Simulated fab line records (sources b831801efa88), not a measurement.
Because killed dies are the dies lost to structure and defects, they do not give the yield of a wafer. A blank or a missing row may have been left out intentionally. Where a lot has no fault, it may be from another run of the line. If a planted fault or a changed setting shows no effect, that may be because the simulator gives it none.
A struck lot beside a sound one ; flow sky130 ; 15 steps out of a route of 708
Sound: wafers L626.2, L626.4, L626.6. Wafers L636.2, L636.4, L636.5 were the ones struck. At the end, the cause is stated.
For every step that has rows: the tool of each side, followed by ch and its chambers, followed by its first start. Under that, the readings that differ: sound wafers ; struck wafers ; difference of the means ; sigmas: that difference in standard deviations of wafers without a fault.
alike: a reading whose means differ by less than 2 such deviations, as well as words and numbers matching on both sides. not compared: withheld readings; readings where some wafer has no value; bounds like >300 that might hide an equal value; numbers whose values overlap and for which the record gives no deviation.
The two part at a step that has a row with sigmas, a row that says differs or no value, or rows on one side only. Numbers that have no deviation but don't overlap get no sigmas and don't part them. Lack of a reading on every wafer of one side parts them only where that side has two or more wafers.

first, 2 steps without rows for these wafers: SKY_NWELL_IMPLANT_12; SKY_NWELL_IMPLANT_13.
SKY_NWELL_STRIP_14: strips in O2/N2.
  sound on plasma_asher-03 ch 0,1, day 5 12:20; struck on plasma_asher-01 ch 1, day 7 13:20
reading;sound;struck;difference;sigmas
drypump_motor_current_A (A);5.4 5.5 5.4;6.3 6.4 6.3;+0.9;+3
strip_time_to_endpoint_s (s);37.00 37.06 37.03;36.76 36.75 36.85;-0.24;-2
  alike: oes_product_au
  not compared: rf_hours_counter_h
SKY_NWELL_TW_MEAS_15:
  struck on film_metro-03, day 7 13:27; sound on film_metro-03, day 5 12:27
  alike: NWELL_TW
then, 7 steps without rows for these wafers: SKY_NWELL_DEHYDRATE_16 (time 60 s); SKY_NWELL_HMDS_17 (prime time 60 s); SKY_NWELL_COAT_18 (resist thk 3000 nm); SKY_NWELL_SOFTBAKE_19; SKY_NWELL_EXPOSE_20 (exposes mask NWM COMPLEMENT, target cd 840 nm); SKY_NWELL_PEB_21; SKY_NWELL_DEVELOP_22 (develop time 60 s).
SKY_NWELL_OVL_MEAS_23:
  struck on overlay-02, day 8 08:27; sound on overlay-01, day 6 06:58
  alike: NWELL_01_OVL
SKY_NWELL_IMPLANT_24:
  sound on implanter-02 ch 0, day 6 07:01; struck on implanter-01 ch 0, day 8 08:30
reading;sound;struck;difference;sigmas
beam_energy_keV;140.02 140.03 140.02;126.38 126.38 126.42;-13.63;-99 or more
model.implant.drp_nm (nm);95.47 95.47 95.47;91.82 91.82 91.82;-3.65;
SKY_NWELL_STRIP_25: strips in O2/N2.
  sound on plasma_asher-03 ch 0,1, day 6 07:08; struck on plasma_asher-04 ch 0,1, day 8 08:38
  alike: drypump_motor_current_A, oes_product_au, strip_time_to_endpoint_s
  not compared: rf_hours_counter_h
-- the record jumps here: 40 days lie between the struck wafers' starts before and after (it left off in module NWELL and takes up again in module PAD_OPEN, whose first step shown is number 708 of the route) --
SKY_PAD_OPEN_PROBE_99:
  struck on prober-02, day 48 15:15; sound on prober-01, day 46 15:37
reading;sound;struck;difference;sigmas
model.etest.res_iso_pwell.rs_ohm_sq;3050 3034 3021;5314 5001 5100;+2103;
model.etest.pfet_16v.r_on_ohm_um;1.475e+04 1.472e+04 1.453e+04;1.768e+04 1.743e+04 1.74e+04;+2.837e+03;
model.etest.res_iso_pwell.line_ohm_um;1134 1146 1130;2030 1912 1951;+828;
model.etest.res_deep_nwell.rs_ohm_sq;2233 2244 2233;2188 2207 2164;-50;
model.etest.tip_n_5v.rs_ohm_sq;1390 1398 1397;1479 1468 1479;+80;
model.etest.res_iso_pwell.width_nm (nm);2676 2669 2666;2616 2602 2625;-56;
model.etest.res_nwell.width_nm (nm);834.3 833.3 828.3;885.1 880.3 877.9;+49.1;
  alike: killed_at_M0_to_M3, killed_at_M4_up, killed_at_contacts, killed_at_front_end, killed_at_other, killed_dies, killed_open, killed_short
  not compared: model.etest.res_deep_nwell.line_ohm_um

WHERE THEY PART
At SKY_NWELL_STRIP_14 first; at SKY_NWELL_IMPLANT_24 last (within this record only). Later steps at which nothing parts them and some readings are alike: SKY_NWELL_STRIP_25, SKY_PAD_OPEN_PROBE_99.

WHY: the cause the simulator had injected
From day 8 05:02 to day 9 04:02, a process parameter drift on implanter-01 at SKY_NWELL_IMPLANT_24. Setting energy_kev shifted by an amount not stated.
